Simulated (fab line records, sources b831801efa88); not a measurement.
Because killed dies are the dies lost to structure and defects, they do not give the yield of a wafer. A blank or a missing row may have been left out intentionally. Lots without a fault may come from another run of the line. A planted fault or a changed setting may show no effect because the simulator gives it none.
A lot that was struck, set against a sound lot    flow sky130    17 steps out of a route of 708
Sound: wafers L390.2, L390.5, L390.6. Struck: wafers L389.1, L389.3, L389.4. Last of all comes the cause.
For every step that has rows: the tool of each side, followed by ch and its chambers, followed by its first start. Under that, the readings that differ: sound wafers    struck wafers    difference of the means    sigmas: that difference in standard deviations of wafers without a fault.
alike: readings whose means differ by less than 2 such deviations, and words and numbers that are the same on both sides. not compared: withheld readings, readings that some wafer has no value for, bounds like >300 that may hide the same value, and numbers for which the record gives no deviation and whose values overlap.
A row with sigmas, a row that says differs or no value, or rows on one side alone: a step with any of these is where the two part. Numbers that have no deviation but don't overlap get no sigmas and don't part them. A reading missing from all wafers of one side parts the sides only when that side holds two or more wafers.

SKY_VT_ADJUST_HVTR_OVL_MEAS_08:
  sound: overlay-02 at day 12 02:11; struck: overlay-01 at day 11 22:28
  alike: VT_ADJUST_HVTR_OVL
following that, these wafers have no rows for 1 step: SKY_VT_ADJUST_HVTR_IMPLANT_09.
SKY_VT_ADJUST_HVTR_STRIP_10: strips in O2/N2.
  sound on plasmaAsher-03 ch 0,1, day 12 02:22; struck on plasmaAsher-01 ch 0,1, day 11 22:40
  alike: drypumpMotorCurrentA, oesProductAu, stripTimeToEndpointS
  not compared: rfHoursCounterH
SKY_VT_ADJUST_HVTR_TW_MEAS_11:
  sound: filmMetro-02 at day 12 02:29; struck: filmMetro-01 at day 11 22:46
  alike: VT_ADJUST_HVTR_TW
then, 7 steps without rows for these wafers: SKY_VT_ADJUST_PCH_DEHYDRATE_00 (time 60 s); SKY_VT_ADJUST_PCH_HMDS_01 (prime time 60 s); SKY_VT_ADJUST_PCH_COAT_02 (resist thk 3000 nm); SKY_VT_ADJUST_PCH_SOFTBAKE_03; SKY_VT_ADJUST_PCH_EXPOSE_04 (exposes mask NWM, target cd 840 nm); SKY_VT_ADJUST_PCH_PEB_05; SKY_VT_ADJUST_PCH_DEVELOP_06 (develop time 60 s).
SKY_VT_ADJUST_PCH_OVL_MEAS_07:
  sound: overlay-02 at day 13 04:07; struck: overlay-01 at day 12 23:19
  alike: VT_ADJUST_PCH_OVL
SKY_VT_ADJUST_PCH_IMPLANT_08:
  sound on implanter-01 ch 0, day 13 04:10; struck on implanter-03 ch 0, day 12 23:21
reading           sound                      struck                         difference  sigmas
doseIonsCm2       5e+11 4.998e+11 4.996e+11  3.255e+11 3.253e+11 3.242e+11  -1.748e+11  -99 or more
faradayCurrentUA  2.82 2.86 2.68             1.83 1.81 1.72                 -1.00       -17
SKY_VT_ADJUST_PCH_STRIP_09: strips in O2/N2.
  sound on plasmaAsher-02 ch 0,1, day 13 04:18; struck on plasmaAsher-02 ch 0,1, day 12 23:30
  alike: drypumpMotorCurrentA, oesProductAu, stripTimeToEndpointS
  not compared: rfHoursCounterH
SKY_VT_ADJUST_PCH_TW_MEAS_10:
  sound: filmMetro-04 at day 13 04:25; struck: filmMetro-04 at day 12 23:36
reading           sound              struck             difference  sigmas
VT_ADJUST_PCH_TW  144.8 144.1 144.7  128.8 127.6 128.5  -16.2       -18
then, 1 step without rows for these wafers: SKY_SONOS_TUNNEL_DEHYDRATE_00 (time 60 s).
-- the record jumps here: 35 days lie between the struck wafers' starts before and after (it left off in module SONOS_TUNNEL and takes up again in module PAD_OPEN, whose first step shown is number 708 of the route) --
SKY_PAD_OPEN_PROBE_99:
  sound: prober-01 at day 48 01:10; struck: prober-01 at day 47 21:46
reading                                sound                    struck                   difference  sigmas
killedAtFrontEnd                       10 17 7                  17 25 23                 +10         +2
model.etest.pfet_01v8_lvt.driveUaUm    170.4 172.3 173.1        169.2 169.7 166.3        -3.5        
model.etest.pfetG5v0d10v5.offLog10AUm  -12.6 -12.25 -12.71      -13.24 -13.05 -13.29     -0.67       
model.etest.pfet_01v8_lvt.offLog10AUm  -8.815 -8.92 -8.673      -9.738 -9.414 -9.693     -0.812      
model.etest.pfetG5v0d10v5.vtSatV (V)   -0.65 -0.6157 -0.6483    -0.7127 -0.6738 -0.7294  -0.0673     
model.etest.pfet_16v.vtV (V)           -1.097 -1.09 -1.09       -1.158 -1.15 -1.163      -0.065      
model.etest.pfetG5v0d10v5.vtV (V)      -0.8454 -0.8117 -0.8397  -0.8994 -0.867 -0.9144   -0.0613     
model.etest.pfetG5v0d10v5.vtLongV (V)  -0.935 -0.9196 -0.9207   -0.9817 -0.977 -0.9869   -0.0568     
model.etest.pfet_01v8_lvt.vtSatV (V)   -0.4417 -0.4389 -0.439   -0.499 -0.4869 -0.4983   -0.055      
  alike: killed_at_M0_to_M3, killed_at_M4_up, killedAtContacts, killedAtOther, killedDies, killedOpen, killedShort

== WHERE THEY PART ==
At SKY_VT_ADJUST_PCH_IMPLANT_08 first; at SKY_PAD_OPEN_PROBE_99 last (within this record only).

WHY: what had been put in by the simulator
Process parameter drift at SKY_VT_ADJUST_PCH_IMPLANT_08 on implanter-03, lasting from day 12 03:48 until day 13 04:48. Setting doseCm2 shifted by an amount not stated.
